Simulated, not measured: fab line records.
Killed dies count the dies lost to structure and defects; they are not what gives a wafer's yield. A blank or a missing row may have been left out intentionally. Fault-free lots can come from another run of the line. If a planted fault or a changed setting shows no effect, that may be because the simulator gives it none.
Which tool was responsible?	flow sky130	35 wafers from 12 lots sampled at 6 of the route's 708 steps

## WHAT THE GAUGES SHOWED, per wafer
SKY_VT_ADJUST_LVTN_TW_MEAS_10. Usual: for VT_ADJUST_LVTN_TW the level is 239.6 and the standard deviation is 1.5.
lot	measured	on	VT_ADJUST_LVTN_TW	flag
L595	day 6 18:49	film-metro-03	241.7 241.6 241.6	
L596	day 7 01:31	film-metro-03	241.1 240.1 239.2	
L597	day 7 16:46	film-metro-02	239.4 239.9 239.1	
L598	day 7 20:22	film-metro-02	238.7 238.4 238.2	
L599	day 8 05:48	film-metro-03	240.6 241.4 241.7	
L602	day 8 19:28	film-metro-03	241.5 241.7	
L608	day 10 08:32	film-metro-01	236.3 235.9 234.9	
L611	day 11 09:32	film-metro-02	240.6 239.0 240.6	
L615	day 12 09:29	film-metro-02	240.9 241.4 240.1	
L616	day 12 15:20	film-metro-02	241.0 240.9 240.7	
L617	day 12 18:07	film-metro-03	240.1 240.2 240.5	
L618	day 13 04:08	film-metro-02	239.6 239.7 239.3	

SKY_VT_ADJUST_HVTR_CD_MEAS_07: target cd 380 nm. Usual: cd-nm at 380.5 nm, with a standard deviation of 2.5.
lot	measured	on	cd-nm (nm)	flag
L595	day 9 09:18	cd-sem-01	377.4 380.5 378.3	
L596	day 9 17:02	cd-sem-02	386.2 382.0 386.2	
L597	day 10 08:02	cd-sem-02	382.7 383.5 380.9	
L598	day 10 11:49	cd-sem-02	380.3 376.5 378.2	
L599	day 10 21:25	cd-sem-01	381.3 381.3 383.3	
L602	day 11 13:40	cd-sem-02	372.2 380.6	
L608	day 13 08:52	cd-sem-01	384.7 385.9 383.9	
L611	day 14 11:24	cd-sem-01	374.6 378.9 379.5	
L615	day 15 13:17	cd-sem-02	383.9 384.5 384.1	
L616	day 15 20:33	cd-sem-01	377.3 376.7 376.0	
L617	day 16 00:01	cd-sem-02	380.8 380.2 377.7	
L618	day 16 09:39	cd-sem-01	380.8 379.7 381.1	

SKY_VT_ADJUST_HVTR_TW_MEAS_11. Usual: for VT_ADJUST_HVTR_TW the level is 210.2 and the standard deviation is 1.
lot	measured	on	VT_ADJUST_HVTR_TW	flag
L595	day 9 09:42	film-metro-04	210.6 211.7 211.8	
L596	day 9 17:25	film-metro-02	209.9 209.7 209.4	
L597	day 10 08:27	film-metro-03	210.1 210.3 209.8	
L598	day 10 12:13	film-metro-02	209.6 208.6 210.5	
L599	day 10 21:48	film-metro-02	209.7 209.8 209.4	
L602	day 11 14:02	film-metro-02	208.0 209.4	
L608	day 13 09:17	film-metro-02	208.6 209.8 208.2	
L611	day 14 11:48	film-metro-03	209.5 210.4 209.8	
L615	day 15 13:40	film-metro-03	208.9 210.5 211.3	
L616	day 15 20:57	film-metro-04	211.2 211.6 211.9	
L617	day 16 00:26	film-metro-04	211.0 211.4 210.0	
L618	day 16 10:03	film-metro-02	209.1 209.4 210.0	

## WHICH TOOL RAN EACH LOT (tool, then ch and the chambers of the sampled wafers, then the start)
lot	SKY_VT_ADJUST_LVTN_STRIP_20	SKY_VT_ADJUST_HVTR_COAT_02	SKY_VT_ADJUST_HVTR_STRIP_10
L595	plasma-asher-01 ch 0,1, day 7 14:32	litho-track-03 ch 0, day 8 21:56	plasma-asher-01 ch 0,1, day 9 09:36
L596	plasma-asher-03 ch 0,1, day 7 21:07	litho-track-04 ch 0, day 9 06:18	plasma-asher-03 ch 0,1, day 9 17:20
L597	plasma-asher-03 ch 0,1, day 8 13:16	litho-track-03 ch 0, day 9 20:44	plasma-asher-01 ch 0,1, day 10 08:21
L598	plasma-asher-04 ch 0,1, day 8 17:40	litho-track-03 ch 0, day 10 02:04	plasma-asher-03 ch 0,1, day 10 12:06
L599	plasma-asher-04 ch 0,1, day 9 03:08	litho-track-03 ch 0, day 10 10:26	plasma-asher-01 ch 0,1, day 10 21:43
L602	plasma-asher-01 ch 1, day 9 16:56	litho-track-03 ch 0, day 11 02:19	plasma-asher-02 ch 0, day 11 13:56
L608	plasma-asher-01 ch 0,1, day 11 07:47	litho-track-02 ch 0, day 12 19:58	plasma-asher-01 ch 0,1, day 13 09:11
L611	plasma-asher-04 ch 0,1, day 12 09:41	litho-track-04 ch 0, day 13 22:15	plasma-asher-03 ch 0,1, day 14 11:42
L615	plasma-asher-03 ch 0,1, day 13 10:02	litho-track-03 ch 0, day 15 00:29	plasma-asher-01 ch 0,1, day 15 13:35
L616	plasma-asher-04 ch 0,1, day 13 16:07	litho-track-02 ch 0, day 15 07:01	plasma-asher-03 ch 0,1, day 15 20:51
L617	plasma-asher-03 ch 0,1, day 13 18:41	litho-track-04 ch 0, day 15 10:03	plasma-asher-02 ch 0,1, day 16 00:20
L618	plasma-asher-03 ch 0, day 14 03:47	litho-track-02 ch 0, day 15 19:01	plasma-asher-03 ch 0,1, day 16 09:57
- SKY_VT_ADJUST_LVTN_STRIP_20: strips in O2/N2.
- SKY_VT_ADJUST_HVTR_COAT_02: resist thk 1140 nm.
- SKY_VT_ADJUST_HVTR_STRIP_10: strips in O2/N2.

## WHAT THE TOOLS THEMSELVES READ (means of the sampled wafers that have a number; where no wafer has one, the mark that the record gives instead)
SKY_VT_ADJUST_LVTN_STRIP_20. Usual: drypump-motor-current-A 5.4 A, standard deviation 0.36; oes-product-au 0.716 a.u., standard deviation 0.0044; strip-time-to-endpoint-s 14.17 s, standard deviation 0.03.
lot	tool	drypump-motor-current-A (A)	oes-product-au (a.u.)	strip-time-to-endpoint-s (s)	flag
L595	plasma-asher-01	5.3	0.716	14.17	
L596	plasma-asher-03	5.2	0.717	14.16	
L597	plasma-asher-03	5.1	0.716	14.16	
L598	plasma-asher-04	5.8	0.719	14.16	
L599	plasma-asher-04	5.9	0.717	14.13	
L602	plasma-asher-01	5.5	0.716	14.18	
L608	plasma-asher-01	5.4	0.715	14.19	
L611	plasma-asher-04	5.8	0.713	14.16	
L615	plasma-asher-03	5.1	0.716	14.19	
L616	plasma-asher-04	6.0	0.718	14.21	
L617	plasma-asher-03	5.3	0.715	14.15	
L618	plasma-asher-03	5.4	0.712	14.13	

SKY_VT_ADJUST_HVTR_STRIP_10. Usual: drypump-motor-current-A 5.27 A, standard deviation 0.25; oes-product-au 0.716 a.u., standard deviation 0.0042; strip-time-to-endpoint-s 14.16 s, standard deviation 0.045.
lot	tool	drypump-motor-current-A (A)	oes-product-au (a.u.)	strip-time-to-endpoint-s (s)	flag
L595	plasma-asher-01	5.42	0.714	14.11	
L596	plasma-asher-03	5.12	0.718	14.16	
L597	plasma-asher-01	5.41	0.719	14.10	
L598	plasma-asher-03	5.13	0.716	14.16	
L599	plasma-asher-01	5.28	0.715	14.22	
L602	plasma-asher-02	5.67	0.714	14.54	OFF
L608	plasma-asher-01	5.28	0.713	14.14	
L611	plasma-asher-03	5.11	0.715	14.20	
L615	plasma-asher-01	5.41	0.717	14.17	
L616	plasma-asher-03	5.29	0.714	14.19	
L617	plasma-asher-02	5.31	0.719	14.05	
L618	plasma-asher-03	5.29	0.717	14.17	

## THE ANSWER, worked out from the rows above alone
Rule: a lot counts as off when the mean over its wafers that have a number is more than 3 standard deviations away from the usual mean. Also off: a lot with no number at a reading for which 4 or more lots have one. All remaining lots with rows at the step are treated as sound. First the gauges in route order, then the tools' own readings, where a lot's mean is used as printed above. At the first step where some lot is off, the reading lying furthest off is the one used; lots without a number count as furthest.
Off, at SKY_VT_ADJUST_HVTR_STRIP_10 on strip-time-to-endpoint-s: L602.
If a tool, at that step or one of the process steps before it, ran each lot that is off and ran no sound lot following the first of them, it fits. None of those tried fits.

## WHAT WAS PUT IN BY THE SIMULATOR
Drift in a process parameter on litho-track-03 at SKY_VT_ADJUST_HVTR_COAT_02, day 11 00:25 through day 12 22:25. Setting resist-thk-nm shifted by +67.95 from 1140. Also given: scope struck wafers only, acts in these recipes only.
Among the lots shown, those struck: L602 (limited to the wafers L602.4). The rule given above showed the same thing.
